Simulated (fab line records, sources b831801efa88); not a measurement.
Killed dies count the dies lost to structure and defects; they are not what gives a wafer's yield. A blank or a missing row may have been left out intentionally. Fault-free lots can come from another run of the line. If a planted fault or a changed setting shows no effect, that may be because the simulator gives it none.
fab line records	flow sky130
record lots=6	wafers=18	last-day=50
route steps=708 shown SD_N@344 SD_P@359 RES_XHIGH@360 PAD_OPEN@708
lots untouched by any fault: they come from a run of this same line in which no faults occurred
start-h: hours from the record's first day to the start of the lot's first wafer shown	wait-h: time in hours since the lot's previous step	" unchanged from the row above	L1.1+2: a row that stands for several wafers	- value missing, or start not given	* or withheld: withheld	< > ~ a bound
route shown NAME@n: names a module that has steps shown in the file, with the first one's number in the route	usual: mean/standard deviation taken from wafers without a fault	same: alike in all rows	chamber/n: place in a boat	sites: per-site readings	_std_site: the standard deviation of these	_edge_site: the outer-site mean with the inner-site mean subtracted	radius-mm: for every site, how far away it sits from the centre of the wafer	mask NAME#n: copy n	behind: tool/chamber where the wafer was last shaped	hold: the reason the lot was held/the length of the hold in hours/how it ended	device: transistor that didn't switch, given as n, p or np	end of line: the same wafers' tests at the end of the route	for a step that has no rows: nothing shown but its recipe	killed: dies that structure and defects cost at the first sort, which is not the same as the wafer's yield	map: shows each die of a wafer: x if killed, . if not, _ if none is there
set.NAME: the setting that was run; set.NAME@STEP: the one run at that earlier step	model.NAME: the simulator's own value behind a step, which no gauge read
lots at selected steps of the route; one table per step, one row per wafer
services: the hour from which a tool's chamber was out of use, counted from the record's first day as start-h (under 0 if before that day), plus the number of hours and why
## steps
# step SKY_SD_N_COAT_02
# recipe resist=NOVOLAK	spin-rpm=3000	resist-thk-nm=1140
# step SKY_SD_N_SOFTBAKE_03
# recipe temp-c=90	time-s=60	resist=NOVOLAK
# step SKY_SD_N_EXPOSE_04
# recipe mask-id=NSDM	na=0.6	source-shape=conventional	sigma-outer=0.6	polarization=unpolarized	target-cd-nm=380	dose-mj=141
# step SKY_SD_N_PEB_05
# recipe temp-c=withheld	time-s=*	resist=NOVOLAK
# step SKY_SD_N_DEVELOP_06
# recipe resist=NOVOLAK	developer=TMAH	develop-time-s=60	dev-temp-c=23
# step SKY_SD_N_CD_MEAS_07
# recipe target-cd-nm=380
# usual cd-nm=380.6/2.3
lot.wafer	tool	chamber	start-h	wait-h	cd-nm
L644.2	cd-sem-01	-	646.24	0.1	379.9
L644.3	"	-	"	"	381.2
L644.4	"	-	"	"	381.5
L650.2	cd-sem-01	-	719.03	0.1	381.3
L650.3	"	-	"	"	382.1
L650.4	"	-	"	"	379.3
L653.2	cd-sem-01	-	732.84	0.1	381.0
L653.3	"	-	"	"	379.9
L653.5	"	-	"	"	378.1
L654.4	cd-sem-02	-	740.63	0.1	378.5
L654.5	"	-	"	"	377.4
L654.6	"	-	"	"	377.8
L655.1	cd-sem-01	-	748.72	0.1	381.1
L655.4	"	-	"	"	377.9
L655.6	"	-	"	"	379.9
L666.2	cd-sem-01	-	821.68	0.2	376.4
L666.4	"	-	"	"	377.4
L666.5	"	-	"	"	376.6
# step SKY_SD_N_OVL_MEAS_08
# usual SD_N_OVL=0.0/1.5
lot.wafer	tool	chamber	start-h	wait-h	SD_N_OVL[nm]
L644.2	overlay-02	-	646.35	0.1	-0.3
L644.3	"	-	"	"	0.5
L644.4	"	-	"	"	1.1
L650.2	overlay-01	-	719.13	0.1	0.6
L650.3	"	-	"	"	-1.4
L650.4	"	-	"	"	0.1
L653.2	overlay-01	-	732.95	0.1	-1.2
L653.3	"	-	"	"	2.0
L653.5	"	-	"	"	-0.5
L654.4	overlay-01	-	740.71	0.1	-1.7
L654.5	"	-	"	"	-1.5
L654.6	"	-	"	"	-1.3
L655.1	overlay-01	-	748.84	0.1	-2.6
L655.4	"	-	"	"	-2.2
L655.6	"	-	"	"	-3.1
L666.2	overlay-01	-	821.79	0.1	1.4
L666.4	"	-	"	"	-2.0
L666.5	"	-	"	"	1.5
# step SKY_SD_N_IMPLANT_09
# recipe species=As	energy-kev=50	dose-cm2=4e+15	tilt-deg=0
# step SKY_SD_N_IMPLANT_10
# recipe species=P	energy-kev=20	dose-cm2=1e+14	tilt-deg=0
# step SKY_SD_N_STRIP_11
# recipe chemistry=O2/N2	power-w=1400	pressure-mtorr=1500	platen-temp-c=withheld	o2-flow-sccm=3000	n2-flow-sccm=300	overash-fraction=0.5
# usual drypump-motor-current-A=5.51/0.27	oes-product-au=0.527/0.0045	strip-time-to-endpoint-s=22.56/0.048
lot.wafer	tool	chamber	start-h	wait-h	drypump-motor-current-A	oes-product-au	rf-hours-counter-h	strip-time-to-endpoint-s
L644.2	plasma-asher-02	1	646.68	0.1	5.10	0.526	22	22.52
L644.3	"	0	"	"	5.88	0.526	-	22.54
L644.4	"	1	"	"	5.10	0.524	-	22.58
L650.2	plasma-asher-02	0	719.46	0.1	5.87	0.532	29	22.61
L650.3	"	1	"	"	5.09	0.527	-	22.59
L650.4	"	0	"	"	5.87	0.524	-	22.54
L653.2	plasma-asher-03	1	733.28	0.1	5.51	0.538	102	22.49
L653.3	"	1	"	"	5.50	0.527	-	22.49
L653.5	"	1	"	"	5.45	0.530	-	22.54
L654.4	plasma-asher-02	1	741.06	0.1	5.11	0.529	-	22.49
L654.5	"	1	"	"	5.11	0.532	-	22.50
L654.6	"	0	"	"	5.88	0.523	-	22.48
L655.1	plasma-asher-01	1	749.18	0.1	5.55	0.522	93	22.54
L655.4	"	1	"	"	5.54	0.519	-	22.56
L655.6	"	0	"	"	5.27	0.530	-	22.57
L666.2	plasma-asher-01	0	822.12	0.1	5.33	0.521	100	22.59
L666.4	"	1	"	"	5.54	0.527	-	22.60
L666.5	"	1	"	"	5.53	0.528	-	22.64
# step SKY_SD_N_TW_MEAS_12
# usual SD_N_TW=3995/32
lot.wafer	tool	chamber	start-h	wait-h	SD_N_TW
L644.2	film-metro-02	-	646.79	0.1	3972
L644.3	"	-	"	"	3996
L644.4	"	-	"	"	3977
L650.2	film-metro-02	-	719.57	0.1	3975
L650.3	"	-	"	"	3988
L650.4	"	-	"	"	3982
L653.2	film-metro-02	-	733.39	0.1	4016
L653.3	"	-	"	"	3988
L653.5	"	-	"	"	3990
L654.4	film-metro-04	-	741.16	0.1	4013
L654.5	"	-	"	"	3996
L654.6	"	-	"	"	3993
L655.1	film-metro-01	-	749.28	0.1	3995
L655.4	"	-	"	"	4021
L655.6	"	-	"	"	4022
L666.2	film-metro-02	-	822.23	0.1	3960
L666.4	"	-	"	"	3961
L666.5	"	-	"	"	3949
# step SKY_SD_N_CLEAN_13
# recipe chemistry=SC1/SC2	mix=1:4:20	temp-c=70	time-s=150	dry=n2-spin
# step SKY_SD_N_RTA_14
# recipe temp-c=1075	time-s=2	idle-temp-c=650	ramp-up-c-per-s=150	ramp-down-c-per-s=90	ambient=N2
# usual lamp-power-pct=15.73/0.057	wafer_temp_C_max=1078.2/1.3
lot.wafer	tool	chamber	start-h	wait-h	lamp-power-pct	wafer_temp_C_max
L644.2	rtp-anneal-01	0	646.90	0.0	15.72	1075.9
L644.3	"	0	"	"	15.68	1077.6
L644.4	"	0	"	"	15.76	1077.4
L650.2	rtp-anneal-02	0	719.68	0.0	15.74	1077.7
L650.3	"	0	"	"	15.78	1079.2
L650.4	"	0	"	"	15.64	1077.4
L653.2	rtp-anneal-02	0	733.50	0.0	16.27	1097.2
L653.3	"	0	"	"	16.20	1095.2
L653.5	"	0	"	"	16.30	1097.1
L654.4	rtp-anneal-01	0	741.27	0.0	15.69	1077.1
L654.5	"	0	"	"	15.67	1076.1
L654.6	"	0	"	"	15.69	1078.3
L655.1	rtp-anneal-02	0	749.39	0.0	16.11	1094.7
L655.4	"	0	"	"	16.12	1095.6
L655.6	"	0	"	"	16.20	1095.6
L666.2	rtp-anneal-02	0	822.34	0.0	15.75	1077.0
L666.4	"	0	"	"	15.74	1078.2
L666.5	"	0	"	"	15.74	1080.3
# step SKY_SD_N_RS_MEAS_16
# recipe thk-meas-gauge=four-point-probe
# usual SD_N_RS=68.53/0.12
lot.wafer	tool	chamber	start-h	wait-h	hold	SD_N_RS[ohm/sq]
L644.2	film-metro-04	-	647.08	0.1	-	68.43
L644.3	"	-	"	"	-	68.45
L644.4	"	-	"	"	-	68.49
L650.2	film-metro-02	-	719.87	0.1	-	68.53
L650.3	"	-	"	"	-	68.53
L650.4	"	-	"	"	-	68.56
L653.2	film-metro-01	-	733.69	0.1	await-dispo/0.2h/release	65.19
L653.3	"	-	"	"	await-dispo/0.2h/release	65.41
L653.5	"	-	"	"	await-dispo/0.2h/release	65.30
L653.2	film-metro-01	-	734.05	0.3	-	65.32
L653.3	"	-	"	"	-	65.11
L653.5	"	-	"	"	-	65.27
L654.4	film-metro-04	-	741.47	0.1	-	68.75
L654.5	"	-	"	"	-	68.83
L654.6	"	-	"	"	-	68.67
L655.1	film-metro-04	-	749.56	0.1	await-dispo/0.2h/release	64.94
L655.4	"	-	"	"	await-dispo/0.2h/release	65.05
L655.6	"	-	"	"	await-dispo/0.2h/release	65.21
L655.1	film-metro-04	-	749.92	0.3	-	65.00
L655.4	"	-	"	"	-	65.18
L655.6	"	-	"	"	-	65.10
L666.2	film-metro-01	-	822.52	0.1	-	68.56
L666.4	"	-	"	"	-	68.46
L666.5	"	-	"	"	-	68.38
# step SKY_SD_N_RS_MEAS_17
# recipe thk-meas-gauge=four-point-probe
# usual SD_P_RS=147.1/0.44
lot.wafer	tool	chamber	start-h	wait-h	hold	SD_P_RS[ohm/sq]
L644.2	film-metro-04	-	647.20	0.1	-	146.3
L644.3	"	-	"	"	-	146.8
L644.4	"	-	"	"	-	146.3
L650.2	film-metro-02	-	719.99	0.1	-	147.3
L650.3	"	-	"	"	-	147.0
L650.4	"	-	"	"	-	147.4
L653.2	film-metro-01	-	738.30	4.2	await-dispo/0.2h/release	131.5
L653.3	"	-	"	"	await-dispo/0.2h/release	131.1
L653.5	"	-	"	"	await-dispo/0.2h/release	130.8
L653.2	film-metro-01	-	738.72	0.4	-	131.4
L653.3	"	-	"	"	-	131.1
L653.5	"	-	"	"	-	131.0
L654.4	film-metro-04	-	741.59	0.1	-	147.9
L654.5	"	-	"	"	-	148.1
L654.6	"	-	"	"	-	147.9
L655.1	film-metro-04	-	752.68	2.7	await-dispo/0.2h/release	130.6
L655.4	"	-	"	"	await-dispo/0.2h/release	130.5
L655.6	"	-	"	"	await-dispo/0.2h/release	130.6
L655.1	film-metro-04	-	752.98	0.3	-	130.7
L655.4	"	-	"	"	-	130.4
L655.6	"	-	"	"	-	130.5
L666.2	film-metro-01	-	822.64	0.1	-	147.3
L666.4	"	-	"	"	-	146.6
L666.5	"	-	"	"	-	147.2
# step SKY_SD_N_RS_MEAS_18
# recipe thk-meas-gauge=four-point-probe
# usual RES_XHIGH_RS=333.3/1.4
lot.wafer	tool	chamber	start-h	wait-h	hold	RES_XHIGH_RS[ohm/sq]
L644.2	film-metro-04	-	647.32	0.1	-	333.0
L644.3	"	-	"	"	-	334.0
L644.4	"	-	"	"	-	334.9
L650.2	film-metro-02	-	720.11	0.1	-	333.9
L650.3	"	-	"	"	-	333.9
L650.4	"	-	"	"	-	332.4
L653.2	film-metro-01	-	741.47	2.7	await-dispo/2.6h/release	331.3
L653.3	"	-	"	"	await-dispo/2.6h/release	331.0
L653.5	"	-	"	"	await-dispo/2.6h/release	329.7
L654.4	film-metro-04	-	741.71	0.1	-	335.9
L654.5	"	-	"	"	-	333.3
L654.6	"	-	"	"	-	335.8
L655.1	film-metro-04	-	756.45	3.5	await-dispo/3.2h/release	334.2
L655.4	"	-	"	"	await-dispo/3.2h/release	332.7
L655.6	"	-	"	"	await-dispo/3.2h/release	332.8
L666.2	film-metro-01	-	822.76	0.1	-	333.3
L666.4	"	-	"	"	-	333.1
L666.5	"	-	"	"	-	332.6
# step SKY_PAD_OPEN_PROBE_99
# usual killed_at_M0_to_M3=45/6.9	killed_at_M4_up=3.0/1.7	killed-at-contacts=25/5.6	killed-at-front-end=15/4.2	killed-at-other=0.3/0.55	killed-dies=89/9.6	killed-open=49/7.2	killed-short=39/6.5
# same gross-dies=492	killed-at-back-side=0
lot.wafer	tool	chamber	start-h	wait-h	killed_at_M0_to_M3	killed_at_M4_up	killed-at-contacts	killed-at-front-end	killed-at-other	killed-dies	killed-open	killed-short	model.etest.res-xhigh-po.line-ohm-um	model.etest.res-xhigh-po.rs-ohm-sq	model.etest.pfet_01v8.r-on-ohm-um	model.etest.res-pdiff.line-ohm-um	model.etest.res-high-po.line-ohm-um	model.etest.pfet-g5v0d10v5.r-on-ohm-um	model.etest.licon-high-po.rc-ohm	model.etest.res-ndiff.line-ohm-um
L644.2	prober-01	-	1073.50	0.1	55	4	24	7	0	90	52	38	5641	1977	2899	1376	736.3	4820	353	749
L644.3	prober-01	-	1073.55	0.2	39	3	19	12	0	73	40	33	5530	1960	2872	1401	735.9	4766	354.3	750.9
L644.4	prober-01	-	1073.60	0.2	44	6	23	13	0	86	39	47	5394	1899	2928	1354	701.1	4880	338.6	745.4
L650.2	prober-01	-	1130.14	0.1	45	3	20	11	1	80	40	40	5850	2064	2941	1361	735.7	4858	346.2	769.4
L650.3	prober-01	-	1130.19	0.2	48	2	34	17	0	101	48	53	5735	2007	2875	1411	744.7	4808	340.2	775.1
L650.4	prober-01	-	1130.24	0.2	46	5	24	19	0	94	47	47	5872	2026	2872	1417	740.9	4798	350.6	770.2
L653.2	prober-01	-	1138.11	0.1	58	3	28	18	0	107	52	55	4953	1724	2626	1223	670.1	4600	283.9	721.6
L653.3	prober-01	-	1138.16	0.2	42	2	24	13	0	81	46	34	4736	1656	2680	1228	654.8	4720	286	725
L653.5	prober-01	-	1138.26	0.2	56	1	31	15	0	103	56	45	4826	1680	2670	1208	663.6	4770	276.2	711.5
L654.4	prober-02	-	1143.29	0.2	55	4	23	24	0	106	53	53	5932	2077	2924	1380	761.7	4765	356.1	768.2
L654.5	prober-02	-	1143.34	0.2	50	2	20	20	0	92	47	45	5899	2070	2903	1425	763.1	4770	366.6	785.9
L654.6	prober-02	-	1143.39	0.2	47	3	26	23	1	100	51	49	5920	2064	2928	1423	762.5	4773	349.9	778.5
L655.1	prober-01	-	1148.38	0.1	40	5	24	15	0	84	48	36	4885	1728	2697	1201	653.8	4696	292.7	726.9
L655.4	prober-01	-	1148.53	0.2	31	5	34	15	0	85	57	28	4782	1700	2700	1237	652.8	4700	279.2	738.4
L655.6	prober-01	-	1148.63	0.2	32	4	29	19	0	84	55	29	4715	1676	2683	1254	643.5	4674	279.5	741.2
L666.2	prober-02	-	1195.39	0.1	50	6	28	14	0	98	55	42	5806	2028	2925	1395	783.8	4733	339.8	758.1
L666.4	prober-02	-	1195.49	0.2	49	1	24	6	0	80	53	27	5810	2005	2910	1368	766.9	4634	342.6	743.5
L666.5	prober-02	-	1195.54	0.2	43	2	39	17	0	101	67	34	5518	1969	2984	1367	758.9	4716	358.4	752.3
# killed by level:class
L644.2 VIA1:geometric-particle:open=16 VIA2:geometric-particle:open=9 LI_CONTACT:geometric-particle:open=8 CONTACT:geometric-particle:open=8 VIA2:geometric-particle:short=7 LOCAL_INTERCONNECT:geometric-particle:short=5 METAL1:geometric-particle:short=5 VIA3:geometric-particle:open=5
L644.3 VIA1:geometric-particle:open=11 CONTACT:geometric-particle:open=7 VIA2:geometric-particle:open=7 SPACER:geometric-particle:open=4 LI_CONTACT:geometric-particle:open=4 VIA3:geometric-particle:open=4 VIA3:geometric-particle:short=4 LI_CONTACT:geometric-particle:short=3
L644.4 CONTACT:geometric-particle:open=10 VIA1:geometric-particle:open=8 VIA2:geometric-particle:open=7 VIA2:geometric-particle:short=5 CONTACT:geometric-particle:short=5 METAL4:geometric-particle:short=5 METAL1:geometric-particle:short=5 FIELD_ISO:geometric-particle:short=4
L650.2 VIA3:geometric-particle:open=9 VIA2:geometric-particle:open=8 VIA1:geometric-particle:open=7 LOCAL_INTERCONNECT:geometric-particle:short=6 POLY_GATE:geometric-particle:short=5 METAL1:geometric-particle:short=5 VIA1:geometric-particle:short=5 LI_CONTACT:geometric-particle:open=4
L650.3 METAL1:geometric-particle:short=13 VIA1:geometric-particle:open=10 CONTACT:geometric-particle:open=10 POLY_GATE:geometric-particle:open=7 LOCAL_INTERCONNECT:geometric-particle:short=7 VIA1:geometric-particle:short=6 LI_CONTACT:geometric-particle:short=5 LI_CONTACT:geometric-particle:open=5
L650.4 VIA1:geometric-particle:open=9 VIA3:geometric-particle:open=8 CONTACT:geometric-particle:open=7 METAL2:geometric-particle:short=7 LOCAL_INTERCONNECT:geometric-particle:short=5 POLY_GATE:geometric-particle:open=5 LI_CONTACT:geometric-particle:open=5 POLY_GATE:geometric-particle:short=4
L653.2 VIA1:geometric-particle:open=11 CONTACT:geometric-particle:open=10 METAL2:geometric-particle:short=10 VIA3:geometric-particle:open=9 METAL1:geometric-particle:short=8 CONTACT:geometric-particle:short=7 FIELD_ISO:geometric-particle:short=6 LI_CONTACT:geometric-particle:open=6
L653.3 LI_CONTACT:geometric-particle:open=9 VIA3:geometric-particle:open=9 CONTACT:geometric-particle:open=8 METAL2:geometric-particle:short=6 VIA1:geometric-particle:short=6 VIA1:geometric-particle:open=6 FIELD_ISO:geometric-particle:short=5 METAL1:geometric-particle:short=5
L653.5 VIA3:geometric-particle:open=12 CONTACT:geometric-particle:open=11 VIA1:geometric-particle:open=10 METAL2:geometric-particle:short=9 FIELD_ISO:geometric-particle:open=6 VIA2:geometric-particle:open=6 LI_CONTACT:geometric-particle:open=5 LI_CONTACT:geometric-particle:short=5
L654.4 VIA1:geometric-particle:open=10 VIA1:geometric-particle:short=9 POLY_GATE:geometric-particle:short=8 CONTACT:geometric-particle:open=8 VIA2:geometric-particle:open=8 LI_CONTACT:geometric-particle:open=6 POLY_GATE:geometric-particle:open=5 METAL1:geometric-particle:short=5
L654.5 VIA2:geometric-particle:open=10 VIA1:geometric-particle:open=9 CONTACT:geometric-particle:open=8 METAL1:geometric-particle:short=7 METAL3:geometric-particle:short=6 POLY_GATE:geometric-particle:short=5 CONTACT:geometric-particle:short=5 VIA1:geometric-particle:short=5
L654.6 FIELD_ISO:geometric-particle:short=12 VIA1:geometric-particle:open=12 CONTACT:geometric-particle:open=10 FIELD_ISO:geometric-particle:open=7 VIA3:geometric-particle:open=6 CONTACT:geometric-particle:short=6 VIA2:geometric-particle:open=5 METAL2:geometric-particle:short=4
L655.1 VIA1:geometric-particle:open=10 CONTACT:geometric-particle:open=9 VIA3:geometric-particle:open=7 LOCAL_INTERCONNECT:geometric-particle:short=6 METAL2:geometric-particle:short=5 FIELD_ISO:geometric-particle:short=4 FIELD_ISO:geometric-particle:open=4 METAL1:geometric-particle:open=4
L655.4 LI_CONTACT:geometric-particle:open=17 CONTACT:geometric-particle:open=8 VIA2:geometric-particle:open=6 VIA3:geometric-particle:open=6 POLY_GATE:geometric-particle:open=5 CONTACT:geometric-particle:short=5 VIA1:geometric-particle:open=5 METAL4:geometric-particle:short=5
L655.6 CONTACT:geometric-particle:open=13 VIA1:geometric-particle:open=8 LI_CONTACT:geometric-particle:open=7 FIELD_ISO:geometric-particle:open=5 POLY_GATE:geometric-particle:open=5 VIA3:geometric-particle:open=5 VIA2:geometric-particle:open=5 POLY_GATE:geometric-particle:short=4
L666.2 VIA1:geometric-particle:open=13 CONTACT:geometric-particle:open=8 VIA3:geometric-particle:open=8 POLY_GATE:geometric-particle:open=7 LI_CONTACT:geometric-particle:short=7 LI_CONTACT:geometric-particle:open=6 VIA1:geometric-particle:short=6 METAL2:geometric-particle:short=6
L666.4 CONTACT:geometric-particle:open=11 VIA1:geometric-particle:open=11 VIA3:geometric-particle:open=8 VIA2:geometric-particle:open=7 LI_CONTACT:geometric-particle:open=6 VIA1:geometric-particle:short=5 METAL1:geometric-particle:short=4 METAL3:geometric-particle:short=4
L666.5 CONTACT:geometric-particle:open=18 VIA1:geometric-particle:open=12 VIA2:geometric-particle:open=9 LI_CONTACT:geometric-particle:open=8 CONTACT:geometric-particle:short=7 FIELD_ISO:geometric-particle:open=5 VIA3:geometric-particle:open=5 POLY_GATE:geometric-particle:short=4
## services
tool	chamber	start-h	hours	kind
plasma-asher-01	-	656.79	1.9	repair
plasma-asher-01	-	661.35	1.1	repair
rtp-anneal-02	-	712.85	0.5	pm
plasma-asher-03	-	733.75	9.0	pm
plasma-asher-03	0	733.75	9.0	vent-cycle
plasma-asher-03	1	733.75	9.0	vent-cycle
plasma-asher-03	0	742.75	-	clean
plasma-asher-03	1	742.75	-	clean
plasma-asher-01	-	796.18	5.4	repair
rtp-anneal-02	-	807.11	4.3	pm
## key
first-sign step=SKY_SD_N_RTA_14	reading=wafer_temp_C_max	direction=up	sigmas=14	usual=*	struck=*
effect step=SKY_SD_N_RTA_14	reading=lamp-power-pct	direction=up	sigmas=8.3	usual=15.73	struck=16.20
effect step=SKY_SD_N_RS_MEAS_16	reading=visit	direction=added
effect step=SKY_SD_N_RS_MEAS_16	reading=SD_N_RS	direction=down	sigmas=27	usual=68.53	struck=65.18
effect step=SKY_SD_N_RS_MEAS_17	reading=visit	direction=added
effect step=SKY_SD_N_RS_MEAS_17	reading=SD_P_RS	direction=down	sigmas=37	usual=147.1	struck=130.8
model-effect step=SKY_PAD_OPEN_PROBE_99	value=etest.res-xhigh-po.line-ohm-um	without=5739	struck=4816
met-at SKY_SD_N_RTA_14
struck-wafers L653.2,L653.3,L653.5,L655.1,L655.4,L655.6
tester-left-out L653,L655
onset-between 719.68 733.50
fault kind=process-parameter-drift	tool=rtp-anneal-02	chamber=-	onset-h=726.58	steps=SKY_SD_N_RTA_14	channel=temp-c	offset=*	shape=step	end-h=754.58	acts-in=*	stated=*
# tester-left-out: of these lots the tester's yield and bins aren't shown, on N5 and GAA mostly nor the transistor test; their killed dies are dies lost to structure and defects alone, not to doping, threshold or leakage, so they don't give the yield
